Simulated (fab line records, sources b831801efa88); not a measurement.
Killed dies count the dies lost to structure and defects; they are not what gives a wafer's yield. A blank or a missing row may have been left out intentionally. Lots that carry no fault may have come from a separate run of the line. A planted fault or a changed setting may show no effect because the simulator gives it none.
fab line records | flow sky130 | part 1 of 2: steps 1 to 31 of 42
[record] lots = 5 wafers = 15 last_day = 50
route steps=708 shown VT_ADJUST_HVTR@138 VT_ADJUST_PCH@143 SONOS_TUNNEL@154 SONOS_ONO@168
lots untouched by any fault: they come from a run of this same line in which no faults occurred
start_h: hours from the record's first day to the start of the lot's first wafer shown | wait_h: hours from the lot's prior step to this one | " identical to the entry in the row above | L1.1+2: several wafers, shown together as one row | - value missing, or start not given | * or withheld: withheld | < > ~ a bound
route shown NAME@n: NAME is a module with steps in the file, n the number in the route of the first one | usual: mean/standard deviation taken from wafers without a fault | same: alike in all rows | chamber/n: place in a boat | sites: per-site readings | _std_site: standard deviation across them | _edge_site: mean of outer sites minus mean of inner sites | radius_mm: for every site, how far away it sits from the centre of the wafer | mask NAME#n: copy n | behind: the last tool/chamber to shape the wafer | hold: the reason the lot was held/the length of the hold in hours/how it ended | device: names the non-switching transistor (n, p or np) | end of line: the tests these same wafers got at the end of their route | a step without rows: its recipe alone | killed: count of dies lost to structure and defects at first sort (not the wafer's yield) | map: shows each die of a wafer: x if killed, . if not, _ if none is there
set.NAME: the setting the step ran with; set.NAME@STEP: the setting that earlier step ran with | model.NAME: the simulator's own value behind a step, which no gauge read
lots at some steps of the route; a table a step, a row a wafer
services: when a tool's chamber went out of use (start_h, in hours from the record's first day, below 0 if earlier), for how many hours, and the reason
[[steps]]
[step SKY_VT_ADJUST_HVTR_CD_MEAS_07]
[recipe] target_cd_nm = 380
[usual] cd_nm = 380.5/2.5
// columns lot.wafer tool chamber start_h wait_h cd_nm
L083.1 cd_sem-01 - 276.74 0.1 381.3
L083.5 " - " " 381.5
L083.6 " - " " 379.6
L088.1 cd_sem-01 - 305.64 0.1 383.6
L088.4 " - " " 383.2
L088.5 " - " " 380.6
L090.3 cd_sem-01 - 318.78 0.1 377.4
L090.4 " - " " 376.3
L090.5 " - " " 379.2
L094.3 cd_sem-02 - 354.17 0.1 384.3
L094.5 " - " " 382.0
L094.6 " - " " 381.6
L096.1 cd_sem-01 - 371.45 0.1 375.4
L096.3 " - " " 374.8
L096.5 " - " " 375.0
[step SKY_VT_ADJUST_HVTR_OVL_MEAS_08]
[usual] VT_ADJUST_HVTR_OVL = -0.2/1.6
// columns lot.wafer tool chamber start_h wait_h VT_ADJUST_HVTR_OVL[nm]
L083.1 overlay-01 - 276.86 0.1 0.6
L083.5 " - " " -0.1
L083.6 " - " " -1.4
L088.1 overlay-01 - 305.76 0.1 0.7
L088.4 " - " " -0.9
L088.5 " - " " 0.5
L090.3 overlay-01 - 318.88 0.1 2.1
L090.4 " - " " 0.8
L090.5 " - " " 2.9
L094.3 overlay-02 - 354.27 0.1 1.7
L094.5 " - " " 0.7
L094.6 " - " " 1.2
L096.1 overlay-02 - 371.57 0.1 1.1
L096.3 " - " " 1.8
L096.5 " - " " -0.4
[step SKY_VT_ADJUST_HVTR_IMPLANT_09]
[recipe] species = B energy_kev = 10 dose_cm2 = 2.1e+12 tilt_deg = withheld
// columns lot.wafer tool chamber start_h wait_h
L083.1+5+6 implanter-04 0 276.90 0.0
L088.1+4+5 implanter-02 0 305.80 0.0
L090.3+4+5 implanter-03 0 318.95 0.1
L094.3+5+6 implanter-03 0 354.34 0.1
L096.1+3+5 implanter-03 0 371.61 0.0
[step SKY_VT_ADJUST_HVTR_STRIP_10]
[recipe] chemistry = O2/N2 power_w = 1400 pressure_mtorr = 1500 platen_temp_c = withheld o2_flow_sccm = 3000 n2_flow_sccm = 300 overash_fraction = 0.5
[usual] drypump_motor_current_A = 5.6/0.41 oes_product_au = 0.716/0.0049 strip_time_to_endpoint_s = 14.19/0.038
// columns lot.wafer tool chamber start_h wait_h drypump_motor_current_A oes_product_au rf_hours_counter_h strip_time_to_endpoint_s
L083.1 plasma_asher-01 1 277.05 0.1 5.7 0.720 60 14.20
L083.5 " 1 " " 5.6 0.713 - 14.24
L083.6 " 0 " " 5.3 0.716 - 14.22
L088.1 plasma_asher-04 0 306.10 0.2 5.9 0.709 18 14.21
L088.4 " 1 " " 6.3 0.714 - 14.17
L088.5 " 0 " " 5.9 0.716 - 14.16
L090.3 plasma_asher-01 0 319.08 0.1 5.2 0.724 - 14.25
L090.4 " 1 " " 5.7 0.719 - 14.24
L090.5 " 0 " " 5.2 0.713 - 14.21
L094.3 plasma_asher-01 0 354.47 0.1 5.2 0.719 - 14.17
L094.5 " 1 " " 5.7 0.708 - 14.19
L094.6 " 0 " " 5.2 0.716 - 14.17
L096.1 plasma_asher-04 1 371.76 0.1 6.3 0.720 25 14.25
L096.3 " 1 " " 6.4 0.718 - 14.22
L096.5 " 0 " " 5.9 0.715 - 14.20
[step SKY_VT_ADJUST_HVTR_TW_MEAS_11]
[usual] VT_ADJUST_HVTR_TW = 211.4/2.1
// columns lot.wafer tool chamber start_h wait_h VT_ADJUST_HVTR_TW
L083.1 film_metro-02 - 277.15 0.1 212.6
L083.5 " - " " 213.2
L083.6 " - " " 213.3
L088.1 film_metro-02 - 306.20 0.1 213.1
L088.4 " - " " 212.8
L088.5 " - " " 212.9
L090.3 film_metro-02 - 319.17 0.1 213.4
L090.4 " - " " 211.9
L090.5 " - " " 212.9
L094.3 film_metro-01 - 354.56 0.1 208.2
L094.5 " - " " 208.7
L094.6 " - " " 208.6
L096.1 film_metro-02 - 371.86 0.1 211.9
L096.3 " - " " 212.9
L096.5 " - " " 212.6
[step SKY_VT_ADJUST_PCH_DEHYDRATE_00]
[recipe] temp_c = 200 time_s = 60
[same] time_s = 60
// columns lot.wafer tool chamber start_h wait_h
L083.1+5+6 litho_track-01 0 286.39 9.2
L088.1+4+5 litho_track-01 0 317.79 11.6
L090.3+4+5 litho_track-01 0 331.29 12.1
L094.3+5+6 litho_track-02 0 368.02 13.4
L096.1+3+5 litho_track-01 0 384.99 13.1
[step SKY_VT_ADJUST_PCH_HMDS_01]
[recipe] prime_time_s = 60 prime_temp_c = 120
// columns lot.wafer tool chamber start_h wait_h
L083.1+5+6 litho_track-01 0 286.54 0.1
L088.1+4+5 litho_track-01 0 317.94 0.1
L090.3+4+5 litho_track-01 0 331.44 0.1
L094.3+5+6 litho_track-02 0 368.17 0.1
L096.1+3+5 litho_track-01 0 385.14 0.1
[step SKY_VT_ADJUST_PCH_COAT_02]
[recipe] spin_rpm = 2000 resist_thk_nm = 3000
[usual] dispense_pressure_kPa = 51/3.9
// columns lot.wafer tool chamber start_h wait_h dispense_pressure_kPa
L083.1 litho_track-01 0 286.69 0.1 55
L083.5 " 0 " " 55
L083.6 " 0 " " 55
L088.1 litho_track-01 0 318.09 0.1 55
L088.4 " 0 " " 55
L088.5 " 0 " " 55
L090.3 litho_track-01 0 331.59 0.1 55
L090.4 " 0 " " 55
L090.5 " 0 " " 55
L094.3 litho_track-02 0 368.32 0.1 51
L094.5 " 0 " " 51
L094.6 " 0 " " 51
L096.1 litho_track-01 0 385.29 0.1 55
L096.3 " 0 " " 55
L096.5 " 0 " " 55
[step SKY_VT_ADJUST_PCH_SOFTBAKE_03]
[recipe] temp_c = 110 time_s = withheld
// columns lot.wafer tool chamber start_h wait_h
L083.1+5+6 litho_track-01 0 286.84 0.1
L088.1+4+5 litho_track-01 0 318.24 0.1
L090.3+4+5 litho_track-01 0 331.76 0.1
L094.3+5+6 litho_track-02 0 368.48 0.1
L096.1+3+5 litho_track-01 0 385.44 0.1
[step SKY_VT_ADJUST_PCH_EXPOSE_04]
[recipe] mask_id = NWM na = 0.6 source_shape = conventional sigma_outer = 0.6 polarization = unpolarized target_cd_nm = 840 dose_mj = 255
[usual] exposure_dose_mJ_cm2 = 255.02/0.25
// columns lot.wafer tool chamber start_h wait_h mask exposure_dose_mJ_cm2
L083.1 iline_stepper-02 0 - - NWM#0 254.86
L083.5 " 0 " " NWM#0 254.88
L083.6 " 0 " " NWM#0 255.08
L088.1 iline_stepper-02 0 - - NWM#0 254.77
L088.4 " 0 " " NWM#0 254.77
L088.5 " 0 " " NWM#0 255.17
L090.3 iline_stepper-02 0 - - NWM#0 254.96
L090.4 " 0 " " NWM#0 254.98
L090.5 " 0 " " NWM#0 255.13
L094.3 iline_stepper-01 0 - - NWM#0 255.04
L094.5 " 0 " " NWM#0 255.55
L094.6 " 0 " " NWM#0 255.38
L096.1 iline_stepper-02 0 - - NWM#0 254.85
L096.3 " 0 " " NWM#0 255.34
L096.5 " 0 " " NWM#0 255.08
[step SKY_VT_ADJUST_PCH_PEB_05]
[recipe] temp_c = 115 time_s = withheld
// columns lot.wafer tool chamber start_h wait_h
L083.1+5+6 litho_track-02 0 - -
L088.1+4+5 litho_track-01 0 - -
L090.3+4+5 litho_track-01 0 - -
L094.3+5+6 litho_track-02 0 - -
L096.1+3+5 litho_track-02 0 - -
[step SKY_VT_ADJUST_PCH_DEVELOP_06]
[recipe] wall_angle_deg = 90 developer = TMAH develop_time_s = 60 dev_temp_c = 23
// columns lot.wafer tool chamber start_h wait_h
L083.1+5+6 litho_track-02 0 - -
L088.1+4+5 litho_track-01 0 - -
L090.3+4+5 litho_track-01 0 - -
L094.3+5+6 litho_track-02 0 - -
L096.1+3+5 litho_track-02 0 - -
[step SKY_VT_ADJUST_PCH_OVL_MEAS_07]
[usual] VT_ADJUST_PCH_OVL = -0.8/1.3
// columns lot.wafer tool chamber start_h wait_h VT_ADJUST_PCH_OVL[nm]
L083.1 overlay-02 - 299.27 - 1.2
L083.5 " - " " 0.3
L083.6 " - " " -1.4
L088.1 overlay-01 - 331.24 - -2.2
L088.4 " - " " 1.2
L088.5 " - " " -0.2
L090.3 overlay-01 - 345.46 - -1.9
L090.4 " - " " -0.8
L090.5 " - " " -2.7
L094.3 overlay-01 - 381.93 - 0.0
L094.5 " - " " -0.9
L094.6 " - " " -1.7
L096.1 overlay-02 - 400.27 - -1.1
L096.3 " - " " -0.1
L096.5 " - " " -0.7
[step SKY_VT_ADJUST_PCH_IMPLANT_08]
[recipe] species = B energy_kev = 9.879 dose_cm2 = 5e+11 tilt_deg = withheld
// columns lot.wafer tool chamber start_h wait_h
L083.1+5+6 implanter-01 0 299.30 0.0
L088.1+4+5 implanter-01 0 331.28 0.0
L090.3+4+5 implanter-04 0 345.53 0.1
L094.3+5+6 implanter-04 0 382.00 0.1
L096.1+3+5 implanter-04 0 400.30 0.0
[step SKY_VT_ADJUST_PCH_STRIP_09]
[recipe] chemistry = O2/N2 power_w = 1400 pressure_mtorr = 1500 platen_temp_c = withheld o2_flow_sccm = 3000 n2_flow_sccm = 300 overash_fraction = 0.5
[usual] drypump_motor_current_A = 5.7/0.35 oes_product_au = 0.723/0.0047 strip_time_to_endpoint_s = 36.97/0.098
// columns lot.wafer tool chamber start_h wait_h drypump_motor_current_A oes_product_au rf_hours_counter_h strip_time_to_endpoint_s
L083.1 plasma_asher-03 1 299.45 0.1 5.6 0.726 61 37.16
L083.5 " 0 " " 5.6 0.718 - 37.04
L083.6 " 1 " " 5.6 0.722 - 37.10
L088.1 plasma_asher-02 1 331.43 0.1 5.1 0.722 50 36.99
L088.4 " 0 " " 5.7 0.720 - 36.84
L088.5 " 0 " " 5.7 0.729 - 36.90
L090.3 plasma_asher-03 1 345.66 0.1 5.7 0.722 - 37.01
L090.4 " 0 " " 5.6 0.720 - 37.01
L090.5 " 0 " " 5.6 0.720 - 37.12
L094.3 plasma_asher-03 0 382.13 0.1 5.6 0.717 - 36.90
L094.5 " 1 " " 5.7 0.718 - 36.87
L094.6 " 0 " " 5.6 0.720 - 36.84
L096.1 plasma_asher-03 0 400.45 0.1 5.6 0.722 71 37.03
L096.3 " 1 " " 5.7 0.724 - 37.03
L096.5 " 0 " " 5.6 0.723 - 37.09
[step SKY_VT_ADJUST_PCH_TW_MEAS_10]
[usual] VT_ADJUST_PCH_TW = 142.6/1.5
// columns lot.wafer tool chamber start_h wait_h VT_ADJUST_PCH_TW
L083.1 film_metro-03 - 299.55 0.1 144.3
L083.5 " - " " 144.3
L083.6 " - " " 143.8
L088.1 film_metro-03 - 331.53 0.1 144.7
L088.4 " - " " 143.1
L088.5 " - " " 143.3
L090.3 film_metro-04 - 345.75 0.1 144.7
L090.4 " - " " 142.9
L090.5 " - " " 143.4
L094.3 film_metro-04 - 382.22 0.1 144.0
L094.5 " - " " 144.2
L094.6 " - " " 144.1
L096.1 film_metro-03 - 400.55 0.1 143.2
L096.3 " - " " 141.9
L096.5 " - " " 142.7
[step SKY_SONOS_TUNNEL_DEHYDRATE_00]
[recipe] temp_c = 200 time_s = 60
[same] time_s = 60
// columns lot.wafer tool chamber start_h wait_h
L083.1+5+6 litho_track-03 0 312.80 13.2
L088.1+4+5 litho_track-02 0 344.57 13.0
L090.3+4+5 litho_track-03 0 358.70 12.9
L094.3+5+6 litho_track-03 0 396.50 14.3
L096.1+3+5 litho_track-02 0 414.47 13.9
[step SKY_SONOS_TUNNEL_HMDS_01]
[recipe] prime_time_s = 60 prime_temp_c = 120
// columns lot.wafer tool chamber start_h wait_h
L083.1+5+6 litho_track-03 0 312.95 0.1
L088.1+4+5 litho_track-02 0 344.72 0.1
L090.3+4+5 litho_track-03 0 358.85 0.1
L094.3+5+6 litho_track-03 0 396.65 0.1
L096.1+3+5 litho_track-02 0 414.62 0.1
[step SKY_SONOS_TUNNEL_COAT_02]
[recipe] resist = NOVOLAK spin_rpm = 3000 resist_thk_nm = 1140
[usual] dispense_pressure_kPa = 50/3.8
// columns lot.wafer tool chamber start_h wait_h dispense_pressure_kPa
L083.1 litho_track-03 0 313.10 0.1 46
L083.5 " 0 " " 46
L083.6 " 0 " " 46
L088.1 litho_track-02 0 344.87 0.1 51
L088.4 " 0 " " 51
L088.5 " 0 " " 51
L090.3 litho_track-03 0 359.00 0.1 46
L090.4 " 0 " " 46
L090.5 " 0 " " 46
L094.3 litho_track-03 0 396.80 0.1 46
L094.5 " 0 " " 46
L094.6 " 0 " " 46
L096.1 litho_track-02 0 414.77 0.1 51
L096.3 " 0 " " 51
L096.5 " 0 " " 51
[step SKY_SONOS_TUNNEL_SOFTBAKE_03]
[recipe] temp_c = 90 time_s = 60 resist = NOVOLAK
[same] time_s = 60
// columns lot.wafer tool chamber start_h wait_h
L083.1+5+6 litho_track-03 0 313.25 0.1
L088.1+4+5 litho_track-02 0 345.02 0.1
L090.3+4+5 litho_track-03 0 359.15 0.1
L094.3+5+6 litho_track-03 0 396.95 0.1
L096.1+3+5 litho_track-02 0 414.92 0.1
[step SKY_SONOS_TUNNEL_EXPOSE_04]
[recipe] mask_id = TUNM na = 0.6 source_shape = conventional sigma_outer = 0.6 polarization = unpolarized target_cd_nm = 410 dose_mj = 136
[usual] exposure_dose_mJ_cm2 = 135.92/0.13
// columns lot.wafer tool chamber start_h wait_h mask exposure_dose_mJ_cm2
L083.1 iline_stepper-02 0 - - TUNM#0 135.95
L083.5 " 0 " " TUNM#0 136.05
L083.6 " 0 " " TUNM#0 135.93
L088.1 iline_stepper-01 0 - - TUNM#0 135.96
L088.4 " 0 " " TUNM#0 135.78
L088.5 " 0 " " TUNM#0 135.96
L090.3 iline_stepper-01 0 - - TUNM#0 136.02
L090.4 " 0 " " TUNM#0 135.85
L090.5 " 0 " " TUNM#0 135.84
L094.3 iline_stepper-01 0 - - TUNM#0 136.05
L094.5 " 0 " " TUNM#0 136.09
L094.6 " 0 " " TUNM#0 135.79
L096.1 iline_stepper-02 0 - - TUNM#0 136.07
L096.3 " 0 " " TUNM#0 135.94
L096.5 " 0 " " TUNM#0 135.99
[step SKY_SONOS_TUNNEL_PEB_05]
[recipe] temp_c = withheld time_s = * resist = NOVOLAK
[same] time_s = *
// columns lot.wafer tool chamber start_h wait_h
L083.1+5+6 litho_track-02 0 - -
L088.1+4+5 litho_track-02 0 - -
L090.3+4+5 litho_track-03 0 - -
L094.3+5+6 litho_track-02 0 - -
L096.1+3+5 litho_track-04 0 - -
[step SKY_SONOS_TUNNEL_DEVELOP_06]
[recipe] resist = NOVOLAK developer = TMAH develop_time_s = 60 dev_temp_c = 23
// columns lot.wafer tool chamber start_h wait_h
L083.1+5+6 litho_track-02 0 325.52 0.1
L088.1+4+5 litho_track-02 0 358.17 0.1
L090.3+4+5 litho_track-03 0 372.60 0.1
L094.3+5+6 litho_track-02 0 410.62 0.1
L096.1+3+5 litho_track-04 0 430.38 0.1
[step SKY_SONOS_TUNNEL_CD_MEAS_07]
[recipe] target_cd_nm = 410
[usual] cd_nm = 409.5/2
// columns lot.wafer tool chamber start_h wait_h cd_nm
L083.1 cd_sem-01 - 325.67 0.1 410.7
L083.5 " - " " 410.2
L083.6 " - " " 410.3
L088.1 cd_sem-01 - 358.32 0.1 406.6
L088.4 " - " " 407.2
L088.5 " - " " 407.8
L090.3 cd_sem-01 - 372.74 0.1 412.6
L090.4 " - " " 411.8
L090.5 " - " " 410.3
L094.3 cd_sem-01 - 410.76 0.1 406.2
L094.5 " - " " 406.5
L094.6 " - " " 406.9
L096.1 cd_sem-02 - 430.53 0.1 411.7
L096.3 " - " " 408.6
L096.5 " - " " 410.1
[step SKY_SONOS_TUNNEL_OVL_MEAS_08]
[usual] SONOS_TUNNEL_OVL = -1.1/1.5
// columns lot.wafer tool chamber start_h wait_h SONOS_TUNNEL_OVL[nm]
L083.1 overlay-02 - 325.79 0.1 -2.3
L083.5 " - " " -3.4
L083.6 " - " " -0.4
L088.1 overlay-02 - 358.44 0.1 1.2
L088.4 " - " " 0.2
L088.5 " - " " 1.0
L090.3 overlay-02 - 372.83 0.1 -0.8
L090.4 " - " " 0.4
L090.5 " - " " 2.5
L094.3 overlay-01 - 410.85 0.1 -1.3
L094.5 " - " " -0.3
L094.6 " - " " -2.5
L096.1 overlay-02 - 430.65 0.1 -2.2
L096.3 " - " " -2.1
L096.5 " - " " -0.6
[step SKY_SONOS_TUNNEL_IMPLANT_09]
[recipe] species = B energy_kev = 20 dose_cm2 = 1e+12 tilt_deg = withheld
// columns lot.wafer tool chamber start_h wait_h
L083.1+5+6 implanter-03 0 325.82 0.0
L088.1+4+5 implanter-01 0 358.47 0.0
L090.3+4+5 implanter-03 0 372.91 0.1
L094.3+5+6 implanter-04 0 410.92 0.1
L096.1+3+5 implanter-01 0 430.69 0.0
[step SKY_SONOS_TUNNEL_WET_ETCH_10]
[recipe] chemistry = dHF target_depth_nm = 14 target = SiO2 dilution = 100:1 temp_c = 25 time_s = 280
[usual] temp_c = 24.98/0.11
[same] time_s = 280
// columns lot.wafer tool chamber start_h wait_h temp_c
L083.1 wet_bench-02 2 325.97 0.1 24.97
L083.5 " 2 " " 24.81
L083.6 " 2 " " 24.86
L088.1 wet_bench-01 0 358.62 0.1 24.93
L088.4 " 0 " " 24.98
L088.5 " 0 " " 25.03
L090.3 wet_bench-04 1 373.01 0.1 25.06
L090.4 " 1 " " 25.06
L090.5 " 1 " " 25.05
L094.3 wet_bench-04 1 411.02 0.1 25.02
L094.5 " 1 " " 25.01
L094.6 " 1 " " 25.08
L096.1 wet_bench-02 0 430.84 0.1 24.98
L096.3 " 0 " " 25.21
L096.5 " 0 " " 24.79
[step SKY_SONOS_TUNNEL_STRIP_11]
[recipe] chemistry = SPM time_s = 600 temp_c = 130
[usual] bath_guard_temp_C = 129.87/0.27 temp_c = 130.01/0.13
[same] time_s = 600
// columns lot.wafer tool chamber start_h wait_h bath_guard_temp_C temp_c
L083.1 wet_bench-01 2 326.06 0.0 129.74 130.15
L083.5 " 2 " " 129.79 130.28
L083.6 " 2 " " 130.18 130.25
L088.1 wet_bench-02 3 358.71 0.0 130.14 130.08
L088.4 " 3 " " 129.95 129.86
L088.5 " 3 " " 130.10 130.06
L090.3 wet_bench-01 0 373.10 0.0 129.27 130.14
L090.4 " 0 " " 129.79 129.89
L090.5 " 0 " " 129.52 130.11
L094.3 wet_bench-01 1 411.12 0.0 129.45 130.04
L094.5 " 1 " " 129.83 130.12
L094.6 " 1 " " 129.67 129.98
L096.1 wet_bench-01 1 430.92 0.0 129.88 129.91
L096.3 " 1 " " 130.18 130.10
L096.5 " 1 " " 129.79 129.91
[step SKY_SONOS_TUNNEL_TW_MEAS_12]
[usual] SONOS_TUNNEL_TW = 197.2/2.2
// columns lot.wafer tool chamber start_h wait_h SONOS_TUNNEL_TW
L083.1 film_metro-03 - 326.41 0.0 197.6
L083.5 " - " " 199.0
L083.6 " - " " 198.9
L088.1 film_metro-03 - 358.90 0.0 197.1
L088.4 " - " " 196.8
L088.5 " - " " 197.9
L090.3 film_metro-01 - 373.30 0.0 196.2
L090.4 " - " " 195.6
L090.5 " - " " 195.5
L094.3 film_metro-01 - 411.31 0.0 195.3
L094.5 " - " " 195.1
L094.6 " - " " 194.9
L096.1 film_metro-03 - 431.12 0.0 197.2
L096.3 " - " " 197.2
L096.5 " - " " 197.5
[step SKY_SONOS_TUNNEL_CLEAN_13]
[recipe] chemistry = dHF time_s = 20 dilution = 100:1 dry = ipa_marangoni
[same] time_s = 20
// columns lot.wafer tool chamber start_h wait_h
L083.1+5+6 wet_bench-04 2 326.47 0.1
L088.1+4+5 wet_bench-04 3 358.96 0.1
L090.3+4+5 wet_bench-02 2 373.34 0.0
L094.3+5+6 wet_bench-02 0 411.35 0.0
L096.1+3+5 wet_bench-04 3 431.18 0.1
[step SKY_SONOS_ONO_OXIDATION_00]
[recipe] temp_c = 800 ambient = O2 idle_temp_c = 700 ramp_up_c_per_min = 10 ramp_down_c_per_min = 3 stabilise_s = 600 purge_s = 300 target_thk_a = 26 ox_time_s = 1249
[usual] tube_center_temp_C_max = 802.0/0.33 zone_power_top_pct = 26.3/0.38 zone_power_upper_pct = 13.9/1.1
// columns lot.wafer tool chamber start_h wait_h tube_center_temp_C_max zone_power_top_pct zone_power_upper_pct
L083.1 furnace-01 0 326.97 0.5 801.8 26.5 14.7
L083.5 " 0 " " 802.4 26.2 15.2
L083.6 " 0 " " 802.0 26.5 14.8
L088.1 furnace-02 0 361.45 2.5 802.0 25.7 13.0
L088.4 " 0 " " 801.7 26.2 12.6
L088.5 " 0 " " 801.8 25.8 12.9
L090.3 furnace-01 0 376.06 2.7 802.0 26.8 14.8
L090.4 " 0 " " 802.7 26.6 14.9
L090.5 " 0 " " 802.9 26.8 14.9
L094.3 furnace-01 0 412.55 1.2 802.1 26.5 14.7
L094.5 " 0 " " 801.8 26.6 14.9
L094.6 " 0 " " 802.0 26.5 14.8
L096.1 furnace-01 0 431.66 0.5 802.1 26.1 14.8
L096.3 " 0 " " 802.3 26.6 14.5
L096.5 " 0 " " 801.9 26.2 15.1
